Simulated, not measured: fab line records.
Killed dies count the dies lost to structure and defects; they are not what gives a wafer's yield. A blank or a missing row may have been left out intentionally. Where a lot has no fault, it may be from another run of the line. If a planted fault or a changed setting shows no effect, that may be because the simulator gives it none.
Which tool did it? || flow sky130 || 36 wafers from 12 lots sampled at 5 of the route's 708 steps

WHAT THE GAUGES SHOWED, per wafer
SKY_LDD_N_OVL_MEAS_07.
{"lot": "L404", "measured": "day 17 17:02", "on": "overlay-01", "LDD_N_OVL (nm)": "-1.9 -1.8 -1.5"}
{"lot": "L405", "measured": "day 18 01:08", "on": "overlay-01", "LDD_N_OVL (nm)": "-1.3 -1.0 0.6"}
{"lot": "L406", "measured": "day 18 17:21", "on": "overlay-01", "LDD_N_OVL (nm)": "2.7 2.0 0.7"}
{"lot": "L407", "measured": "day 19 11:44", "on": "overlay-02", "LDD_N_OVL (nm)": "41.5 41.2 42.1"}
{"lot": "L410", "measured": "day 19 18:27", "on": "overlay-01", "LDD_N_OVL (nm)": "44.0 44.4 43.1"}
{"lot": "L411", "measured": "day 20 13:26", "on": "overlay-01", "LDD_N_OVL (nm)": "-1.6 0.0 1.3"}
{"lot": "L412", "measured": "day 20 14:20", "on": "overlay-01", "LDD_N_OVL (nm)": "41.1 41.7 43.1"}
{"lot": "L414", "measured": "day 21 11:17", "on": "overlay-02", "LDD_N_OVL (nm)": "43.3 45.2 43.0"}
{"lot": "L416", "measured": "day 22 09:23", "on": "overlay-01", "LDD_N_OVL (nm)": "0.5 1.1 1.3"}
{"lot": "L417", "measured": "day 22 11:20", "on": "overlay-02", "LDD_N_OVL (nm)": "-2.2 -1.4 -2.2"}
{"lot": "L422", "measured": "day 24 07:17", "on": "overlay-02", "LDD_N_OVL (nm)": "-2.3 -2.7 -2.0"}
{"lot": "L426", "measured": "day 25 08:35", "on": "overlay-01", "LDD_N_OVL (nm)": "-1.7 -2.7 -2.0"}

SKY_LDD_HVP_OVL_MEAS_07.
{"lot": "L404", "measured": "day 21 14:30", "on": "overlay-02", "LDD_HVP_OVL (nm)": "0.3 2.1 0.7"}
{"lot": "L405", "measured": "day 21 22:31", "on": "overlay-01", "LDD_HVP_OVL (nm)": "-0.9 -1.0 -0.5"}
{"lot": "L406", "measured": "day 22 16:10", "on": "overlay-02", "LDD_HVP_OVL (nm)": "0.9 -0.2 -0.7"}
{"lot": "L407", "measured": "day 23 08:53", "on": "overlay-01", "LDD_HVP_OVL (nm)": "-1.3 0.6 0.3"}
{"lot": "L410", "measured": "day 23 15:11", "on": "overlay-01", "LDD_HVP_OVL (nm)": "-2.3 -1.0 -2.1"}
{"lot": "L411", "measured": "day 24 11:08", "on": "overlay-01", "LDD_HVP_OVL (nm)": "1.6 0.7 1.5"}
{"lot": "L412", "measured": "day 24 11:47", "on": "overlay-01", "LDD_HVP_OVL (nm)": "-1.5 -1.4 -1.5"}
{"lot": "L414", "measured": "day 25 06:35", "on": "overlay-01", "LDD_HVP_OVL (nm)": "1.0 1.7 -1.3"}
{"lot": "L416", "measured": "day 26 04:01", "on": "overlay-02", "LDD_HVP_OVL (nm)": "0.8 -0.2 2.5"}
{"lot": "L417", "measured": "day 26 05:49", "on": "overlay-02", "LDD_HVP_OVL (nm)": "-0.6 -1.5 -0.6"}
{"lot": "L422", "measured": "day 28 00:07", "on": "overlay-01", "LDD_HVP_OVL (nm)": "-1.9 1.5 0.2"}
{"lot": "L426", "measured": "day 29 00:05", "on": "overlay-02", "LDD_HVP_OVL (nm)": "-0.2 -0.8 1.6"}

SKY_LDD_LDN_TW_MEAS_13.
{"lot": "L404", "measured": "day 22 21:25", "on": "film-metro-01", "LDD_LDN_TW": "1476 1477 1479"}
{"lot": "L405", "measured": "day 23 06:23", "on": "film-metro-04", "LDD_LDN_TW": "1480 1474 1477"}
{"lot": "L406", "measured": "day 23 22:47", "on": "film-metro-02", "LDD_LDN_TW": "1500 1495 1498"}
{"lot": "L407", "measured": "day 24 15:28", "on": "film-metro-01", "LDD_LDN_TW": "1461 1469 1455"}
{"lot": "L410", "measured": "day 24 21:35", "on": "film-metro-04", "LDD_LDN_TW": "1476 1473 1471"}
{"lot": "L411", "measured": "day 25 17:04", "on": "film-metro-04", "LDD_LDN_TW": "1479 1471 1471"}
{"lot": "L412", "measured": "day 25 17:46", "on": "film-metro-04", "LDD_LDN_TW": "1476 1480 1474"}
{"lot": "L414", "measured": "day 26 12:22", "on": "film-metro-04", "LDD_LDN_TW": "1471 1475 1476"}
{"lot": "L416", "measured": "day 27 10:19", "on": "film-metro-01", "LDD_LDN_TW": "1466 1476 1465"}
{"lot": "L417", "measured": "day 27 11:35", "on": "film-metro-04", "LDD_LDN_TW": "1477 1478 1481"}
{"lot": "L422", "measured": "day 29 04:38", "on": "film-metro-04", "LDD_LDN_TW": "1468 1477 1470"}
{"lot": "L426", "measured": "day 30 04:22", "on": "film-metro-04", "LDD_LDN_TW": "1467 1460 1468"}

WHICH TOOL RAN EACH LOT (tool, then ch and the chambers of the sampled wafers, then the start)
{"lot": "L404", "SKY_VT_ADJUST_NCORE_STRIP_10": "plasma-asher-02 ch 0,1, day 8 17:47", "SKY_LDD_N_EXPOSE_04": "iline-stepper-02 ch 0, day 17 02:36"}
{"lot": "L405", "SKY_VT_ADJUST_NCORE_STRIP_10": "plasma-asher-01 ch 0,1, day 8 19:47", "SKY_LDD_N_EXPOSE_04": "iline-stepper-02 ch 0, day 17 10:31"}
{"lot": "L406", "SKY_VT_ADJUST_NCORE_STRIP_10": "plasma-asher-01 ch 0,1, day 9 05:59", "SKY_LDD_N_EXPOSE_04": "iline-stepper-01 ch 0, day 18 02:51"}
{"lot": "L407", "SKY_VT_ADJUST_NCORE_STRIP_10": "plasma-asher-02 ch 0,1, day 9 12:39", "SKY_LDD_N_EXPOSE_04": "iline-stepper-01 ch 0, day 18 20:16"}
{"lot": "L410", "SKY_VT_ADJUST_NCORE_STRIP_10": "plasma-asher-01 ch 0,1, day 10 06:37", "SKY_LDD_N_EXPOSE_04": "iline-stepper-01 ch 0, day 19 03:10"}
{"lot": "L411", "SKY_VT_ADJUST_NCORE_STRIP_10": "plasma-asher-03 ch 0,1, day 10 17:53", "SKY_LDD_N_EXPOSE_04": "iline-stepper-02 ch 0, day 19 22:04"}
{"lot": "L412", "SKY_VT_ADJUST_NCORE_STRIP_10": "plasma-asher-01 ch 0,1, day 10 23:33", "SKY_LDD_N_EXPOSE_04": "iline-stepper-01 ch 0, day 19 23:10"}
{"lot": "L414", "SKY_VT_ADJUST_NCORE_STRIP_10": "plasma-asher-03 ch 0, day 11 11:33", "SKY_LDD_N_EXPOSE_04": "iline-stepper-01 ch 0, day 20 19:55"}
{"lot": "L416", "SKY_VT_ADJUST_NCORE_STRIP_10": "plasma-asher-03 ch 0,1, day 12 03:57", "SKY_LDD_N_EXPOSE_04": "iline-stepper-02 ch 0, day 21 18:49"}
{"lot": "L417", "SKY_VT_ADJUST_NCORE_STRIP_10": "plasma-asher-03 ch 0,1, day 12 08:06", "SKY_LDD_N_EXPOSE_04": "iline-stepper-02 ch 0, day 21 20:26"}
{"lot": "L422", "SKY_VT_ADJUST_NCORE_STRIP_10": "plasma-asher-03 ch 0,1, day 13 20:09", "SKY_LDD_N_EXPOSE_04": "iline-stepper-02 ch 0, day 23 16:06"}
{"lot": "L426", "SKY_VT_ADJUST_NCORE_STRIP_10": "plasma-asher-01 ch 0,1, day 14 21:44", "SKY_LDD_N_EXPOSE_04": "iline-stepper-02 ch 0, day 24 17:50"}
- SKY_VT_ADJUST_NCORE_STRIP_10: strips in O2/N2.
- SKY_LDD_N_EXPOSE_04: exposes mask NTM, target cd 840 nm.

WHAT THE TOOLS THEMSELVES READ (means of the sampled wafers that have a number; where no wafer has one, the mark that the record gives instead)
SKY_VT_ADJUST_NCORE_STRIP_10.
{"lot": "L404", "tool": "plasma-asher-02", "drypump-motor-current-A (A)": 4.8, "oes-product-au (a.u.)": 0.717, "strip-time-to-endpoint-s (s)": 14.19}
{"lot": "L405", "tool": "plasma-asher-01", "drypump-motor-current-A (A)": 5.8, "oes-product-au (a.u.)": 0.716, "strip-time-to-endpoint-s (s)": 14.22}
{"lot": "L406", "tool": "plasma-asher-01", "drypump-motor-current-A (A)": 5.8, "oes-product-au (a.u.)": 0.716, "strip-time-to-endpoint-s (s)": 14.14}
{"lot": "L407", "tool": "plasma-asher-02", "drypump-motor-current-A (A)": 4.8, "oes-product-au (a.u.)": 0.710, "strip-time-to-endpoint-s (s)": 14.14}
{"lot": "L410", "tool": "plasma-asher-01", "drypump-motor-current-A (A)": 5.8, "oes-product-au (a.u.)": 0.716, "strip-time-to-endpoint-s (s)": 14.13}
{"lot": "L411", "tool": "plasma-asher-03", "drypump-motor-current-A (A)": 5.8, "oes-product-au (a.u.)": 0.712, "strip-time-to-endpoint-s (s)": 14.21}
{"lot": "L412", "tool": "plasma-asher-01", "drypump-motor-current-A (A)": 5.8, "oes-product-au (a.u.)": 0.714, "strip-time-to-endpoint-s (s)": 14.19}
{"lot": "L414", "tool": "plasma-asher-03", "drypump-motor-current-A (A)": 6.1, "oes-product-au (a.u.)": 0.715, "strip-time-to-endpoint-s (s)": 14.19}
{"lot": "L416", "tool": "plasma-asher-03", "drypump-motor-current-A (A)": 5.4, "oes-product-au (a.u.)": 0.714, "strip-time-to-endpoint-s (s)": 14.18}
{"lot": "L417", "tool": "plasma-asher-03", "drypump-motor-current-A (A)": 5.8, "oes-product-au (a.u.)": 0.712, "strip-time-to-endpoint-s (s)": 14.20}
{"lot": "L422", "tool": "plasma-asher-03", "drypump-motor-current-A (A)": 5.7, "oes-product-au (a.u.)": 0.718, "strip-time-to-endpoint-s (s)": 14.18}
{"lot": "L426", "tool": "plasma-asher-01", "drypump-motor-current-A (A)": 5.8, "oes-product-au (a.u.)": 0.719, "strip-time-to-endpoint-s (s)": 14.13}

SKY_LDD_N_EXPOSE_04.
{"lot": "L404", "tool": "iline-stepper-02", "exposure-dose-mJ-cm2": 110.05}
{"lot": "L405", "tool": "iline-stepper-02", "exposure-dose-mJ-cm2": 110.10}
{"lot": "L406", "tool": "iline-stepper-01", "exposure-dose-mJ-cm2": 110.01}
{"lot": "L407", "tool": "iline-stepper-01", "exposure-dose-mJ-cm2": 110.06}
{"lot": "L410", "tool": "iline-stepper-01", "exposure-dose-mJ-cm2": 109.95}
{"lot": "L411", "tool": "iline-stepper-02", "exposure-dose-mJ-cm2": 110.06}
{"lot": "L412", "tool": "iline-stepper-01", "exposure-dose-mJ-cm2": 109.82}
{"lot": "L414", "tool": "iline-stepper-01", "exposure-dose-mJ-cm2": 110.08}
{"lot": "L416", "tool": "iline-stepper-02", "exposure-dose-mJ-cm2": 109.96}
{"lot": "L417", "tool": "iline-stepper-02", "exposure-dose-mJ-cm2": 109.99}
{"lot": "L422", "tool": "iline-stepper-02", "exposure-dose-mJ-cm2": 109.99}
{"lot": "L426", "tool": "iline-stepper-02", "exposure-dose-mJ-cm2": 110.00}

THE ANSWER, worked out from the rows above alone
Rule: what is usual is taken from the lots themselves. Put in order of their means at a reading, lots are off if they are a third of the lots or fewer, leave a main group of 4 or more, and stand apart from it by a gap of 3 or more times the standard deviation of the main group's means; of several such gaps the widest counts. Not used: any main group whose means are identical at the precision the tables above print for the reading. A lot without any number at a reading at which 4 lots or more have one is off too. Any other lot the step has rows for is counted as sound. After the gauges, taken in route order, come the tools' own readings; for these a lot's mean is taken, as printed above. At the first step where some lot is off, the reading lying furthest off is the one used; lots without a number count as furthest.
Off: L407, L410, L412, L414, at SKY_LDD_N_OVL_MEAS_07 (LDD_N_OVL). Main group: mean -0.8 nm, sd 1.4.
If a tool, at a process step before that reading, ran all the lots that are off and no sound lot after the first of them, it fits. The gauges at SKY_LDD_N_OVL_MEAS_07 are tried like those tools. One fits: iline-stepper-01 at SKY_LDD_N_EXPOSE_04. Its last sound lot is L406 (day 18 02:51), its first lot that is off L407 (day 18 20:16): a fault that began between those two fits.

WHAT HAD BEEN PUT IN BY THE SIMULATOR
Scanner matching overlay: iline-stepper-01, from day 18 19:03 on, at SKY_LDD_N_EXPOSE_04. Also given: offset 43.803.
Shown lots that were struck: L407, L410, L412, L414. The rule above reached the same finding.
